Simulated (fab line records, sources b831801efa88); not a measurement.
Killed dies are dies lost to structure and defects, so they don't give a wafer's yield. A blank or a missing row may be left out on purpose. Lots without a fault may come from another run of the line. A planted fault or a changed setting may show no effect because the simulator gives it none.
Which tool did it? | flow sky130 | 11 lots, 33 wafers sampled, at 3 steps of a route of 708

WHAT THE GAUGES READ, wafer by wafer
SKY_VT_ADJUST_NCORE_OVL_MEAS_08.
lot  | measured     | on         | VT_ADJUST_NCORE_OVL (nm)
L911 | day 8 17:10  | overlay-02 | 0.3 -0.5 -1.1
L913 | day 9 05:07  | overlay-01 | 2.5 0.0 1.2
L914 | day 9 11:33  | overlay-02 | 3.7 4.3 3.5
L915 | day 9 17:45  | overlay-02 | 2.9 1.8 1.6
L916 | day 10 02:30 | overlay-01 | 0.3 2.0 -0.7
L922 | day 11 22:17 | overlay-02 | 1.9 0.7 1.2
L923 | day 12 10:40 | overlay-02 | 2.5 1.9 3.3
L930 | day 14 09:42 | overlay-01 | 2.4 3.2 0.5
L931 | day 14 10:14 | overlay-02 | 2.5 1.6 2.0
L933 | day 15 02:38 | overlay-02 | 3.4 3.5 2.7
L934 | day 15 11:33 | overlay-01 | 0.7 -0.8 -1.2

SKY_SONOS_ONO_OVL_MEAS_14.
lot  | measured     | on         | SONOS_ONO_OVL (nm)
L911 | day 12 17:16 | overlay-02 | -1.9 -0.9 -2.2
L913 | day 13 06:29 | overlay-01 | -2.9 -1.7 -3.0
L914 | day 13 16:44 | overlay-02 | -1.0 -2.2 -1.8
L915 | day 13 20:18 | overlay-02 | -3.7 -1.7 -3.5
L916 | day 14 10:00 | overlay-02 | -2.8 -2.8 -2.5
L922 | day 16 17:02 | overlay-01 | 0.5 1.2 -0.1
L923 | day 17 02:06 | overlay-01 | -0.6 -0.8 -0.6
L930 | day 19 06:35 | overlay-02 | 1.5 -2.2 1.5
L931 | day 19 08:35 | overlay-02 | -0.6 -0.8 -1.9
L933 | day 20 06:53 | overlay-01 | -1.0 0.9 1.0
L934 | day 20 13:46 | overlay-01 | -1.6 -2.6 -1.8

SKY_POLY_GATE_THK_MEAS_01.
lot  | measured     | on            | POLY_GATE_CVD_00_THK (nm)
L911 | day 14 08:29 | film_metro-01 | 179.5 180.5 180.2
L913 | day 14 20:47 | film_metro-04 | 183.6 183.4 184.4
L914 | day 15 06:29 | film_metro-04 | 183.8 183.2 181.9
L915 | day 15 06:30 | film_metro-02 | 182.1 181.9 181.1
L916 | day 16 00:29 | film_metro-02 | 181.7 182.4 181.2
L922 | day 18 03:59 | film_metro-01 | 181.5 182.4 180.5
L923 | day 18 13:33 | film_metro-02 | 178.4 179.8 180.6
L930 | day 20 21:01 | film_metro-04 | 177.0 178.0 177.5
L931 | day 20 22:13 | film_metro-04 | 178.4 178.0 179.8
L933 | day 21 17:49 | film_metro-01 | 176.6 177.7 176.9
L934 | day 22 00:49 | film_metro-01 | 180.7 182.4 181.4

WHICH TOOL RAN EACH LOT (tool, then ch and the chambers of the sampled wafers, then the start)
The record holds no process step before these readings.

WHAT THE TOOLS THEMSELVES READ (means of the sampled wafers that have a number; where no wafer has one, the mark that the record gives instead)
The record holds no such reading with a usual standard deviation.

THE ANSWER, worked out from the rows above alone
Rule: what is usual is taken from the lots themselves. Put in order of their means at a reading, lots are off if they are a third of the lots or fewer, leave a main group of 4 or more, and stand apart from it by a gap of 3 or more times the standard deviation of the main group's means; of several such gaps the widest counts. A main group whose means are all the same, to the digits that the tables above print for the reading, isn't used. A lot without any number at a reading at which 4 lots or more have one is off too. The other lots that the step has rows for count as sound. The gauges are gone through in route order, then the tools' own readings, and for those a lot's mean is taken as printed above. The first step at which some lot is off is used, and at that step the reading that is off furthest; a lot without a number counts as furthest.
No lot is off at any reading shown: from this, nothing can be told.

WHAT THE SIMULATOR HAD PUT IN
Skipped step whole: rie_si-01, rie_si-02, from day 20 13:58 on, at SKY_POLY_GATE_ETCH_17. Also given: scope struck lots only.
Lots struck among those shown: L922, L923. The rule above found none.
